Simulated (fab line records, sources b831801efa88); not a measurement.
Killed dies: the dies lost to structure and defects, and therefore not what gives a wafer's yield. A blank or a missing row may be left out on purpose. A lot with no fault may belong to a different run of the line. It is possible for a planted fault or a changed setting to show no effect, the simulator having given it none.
Comparing a struck lot with a sound one | flow sky130 | 14 steps out of a route of 708
Sound: wafers L847.2, L847.3, L847.4. Struck: wafer L852.1 (left out: L852.2, L852.4 of the same lot, which were not struck); the cause appears at the end.
Each step with rows lists, per side, the tool, then ch with its chambers, then its first start. Under that, the readings that differ: sound wafers | struck wafers | difference of the means | sigmas: that difference in standard deviations of wafers without a fault.
alike: a reading whose means differ by less than 2 such deviations, as well as words and numbers matching on both sides. not compared: withheld readings; readings where some wafer has no value; bounds like >300 that might hide an equal value; numbers whose values overlap and for which the record gives no deviation.
Wherever a step has rows on one side only, a row that says differs or no value, or a row with sigmas, the two part there. Numbers that don't overlap but have no deviation are shown without sigmas and don't part them. A reading that every wafer of one side lacks parts them only if that side has two wafers or more.

SKY_VIA1_ETCH_14: etches BARC in N2/H2, stops on SiO2, time 45.9 s, target depth 60 nm.
  sound on rieDiel-04 ch 0,1,3, day 34 03:58; struck on rieDiel-04 ch 0, day 35 12:46
  alike: drypumpMotorCurrentA, oesProductAu, throttleValvePct
  not compared: rfHoursCounterH
SKY_VIA1_ETCH_15: etches SiO2 in C4F8/O2/Ar, stops on TiN, target depth 351 nm, time 54 s.
  sound on rieDiel-04 ch 0,1,3, day 34 04:01; struck on rieDiel-04 ch 0, day 35 12:48
  alike: oesProductAu
  not compared: rfHoursCounterH
then, 4 steps without rows for these wafers: SKY_VIA1_STRIP_16 (strips in O2/N2); SKY_VIA1_STRIP_17 (strips in post etch residue remover, time 1200 s); SKY_VIA1_CLEAN_18 (cleans in IPA, time 180 s); SKY_VIA1_CLEAN_19 (cleans in O3/DIW).
SKY_VIA1_SPUTTER_20: material TiN, target thk 20 nm, time 80 s.
  sound: pvdSputter-01 at day 34 04:40; struck: pvdSputter-01 at day 35 13:26
reading                | sound             | struck | difference | sigmas
chamberPressurePa (Pa) | 5.008 5.001 5.010 | 4.981  | -0.025     | -2
throttleValvePct (%)   | 31.0 29.9 29.6    | 31.2   | +1.0       | +2
SKY_VIA1_CVD_21: deposits W, target thk 270 nm, time 80.902 s.
  sound on cvdW-01 ch 0,1, day 34 04:43; struck on cvdW-02 ch 1, day 35 13:30
  alike: heaterPowerOuterW, heaterPowerW
SKY_VIA1_RS_MEAS_22: uses a four-point probe to measure.
  sound: filmMetro-02 at day 34 04:50; struck: filmMetro-02 at day 35 13:35
  alike: VIA1_W_RS
SKY_VIA1_THK_MEAS_23: measures by xrf.
  sound: filmMetro-02 at day 34 04:56; struck: filmMetro-02 at day 35 13:43
reading         | sound       | struck | difference | sigmas
VIA1_W_THK (nm) | 254 265 255 | 269    | +11        | +3
then, 2 steps without rows for these wafers: SKY_VIA1_CMP_24 (polishes, stops on SiO2, t overpolish 15 s, target thk 0 nm); SKY_METAL2_SPUTTER_00 (material Ti, target thk 15 nm, time 10 s).
SKY_METAL2_SPUTTER_01: material TiN, target thk 20 nm, time 16.7 s.
  sound: pvdSputter-03 at day 34 05:22; struck: pvdSputter-04 at day 35 14:05
reading                                   | sound             | struck | difference | sigmas
model.TiN_of_METAL2_SPUTTER_01.thkNm (nm) | 19.79 20.09 20.06 | 25.76  | +5.78      | 
  alike: chamberPressurePa, throttleValvePct
SKY_METAL2_SPUTTER_02: material AlCu, target thk 250 nm, time 13.3 s.
  sound: pvdSputter-03 at day 34 05:23; struck: pvdSputter-04 at day 35 14:07
  alike: chamberPressurePa, throttleValvePct

WHERE THEY PART
First at SKY_VIA1_SPUTTER_20; last, within this record, at SKY_VIA1_THK_MEAS_23. Later steps at which nothing parts them and some readings are alike: SKY_METAL2_SPUTTER_01, SKY_METAL2_SPUTTER_02.

WHY: the cause the simulator had injected
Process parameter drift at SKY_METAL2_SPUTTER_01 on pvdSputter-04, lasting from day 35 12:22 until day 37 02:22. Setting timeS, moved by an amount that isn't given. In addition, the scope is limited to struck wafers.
